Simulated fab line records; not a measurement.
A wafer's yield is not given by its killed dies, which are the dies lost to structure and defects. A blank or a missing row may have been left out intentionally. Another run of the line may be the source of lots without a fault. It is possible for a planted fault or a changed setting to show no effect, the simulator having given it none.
2 desks looking at one fault | flow sky130 | each desk has only its own numbers; what lay behind them comes last

## AT THE TOOL OWNER'S DESK: pvd-sputter-02
The tool's own readings at SKY_VIA2_SPUTTER_20 (material TiN, target thk 20 nm, time 80 s): means of the sampled wafers that have a number, for each lot that ran on this tool. Any lot whose mean is over 4 standard deviations away from the usual mean is out of limits and marked OUT; that distance is given in the brackets.
Columns: A = throttle-valve-pct at SKY_VIA2_SPUTTER_20, usual 29.7 %
lot  | first seen here | A
L514 | day 40 11:36    | 29.7
L516 | day 41 06:44    | 29.8
L518 | day 41 10:58    | 29.7
This desk found nothing out of limits on any of the 3 lots.

## FROM THE METROLOGY DESK
What the gauges read, lot by lot, whatever tool the lot ran on: means of the sampled wafers that have a number. Any lot whose mean is over 4 standard deviations away from the usual mean is out of limits and marked OUT; that distance is given in the brackets.
Columns: A = cd-nm at SKY_VIA2_CD_MEAS_12, usual 200.3 nm; B = VIA2_OVL at SKY_VIA2_OVL_MEAS_13, usual -1 nm
lot  | first seen here | A     | B
L501 | day 36 15:17    | 200.1 | -0
L514 | day 40 10:46    | 201.3 | -13
L516 | day 41 05:54    | 198.9 | 4
L517 | day 41 09:09    | 201.6 | -3
L518 | day 41 10:09    | 197.5 | 3
L523 | day 44 05:46    | 201.7 | -6
This desk found nothing out of limits on any of the 6 lots.

## BROUGHT TOGETHER
Nothing out of limits was seen by the tool owner's desk.
At the metrology desk, nothing out of limits was observed.

## WHAT HAD BEEN PUT IN BY THE SIMULATOR
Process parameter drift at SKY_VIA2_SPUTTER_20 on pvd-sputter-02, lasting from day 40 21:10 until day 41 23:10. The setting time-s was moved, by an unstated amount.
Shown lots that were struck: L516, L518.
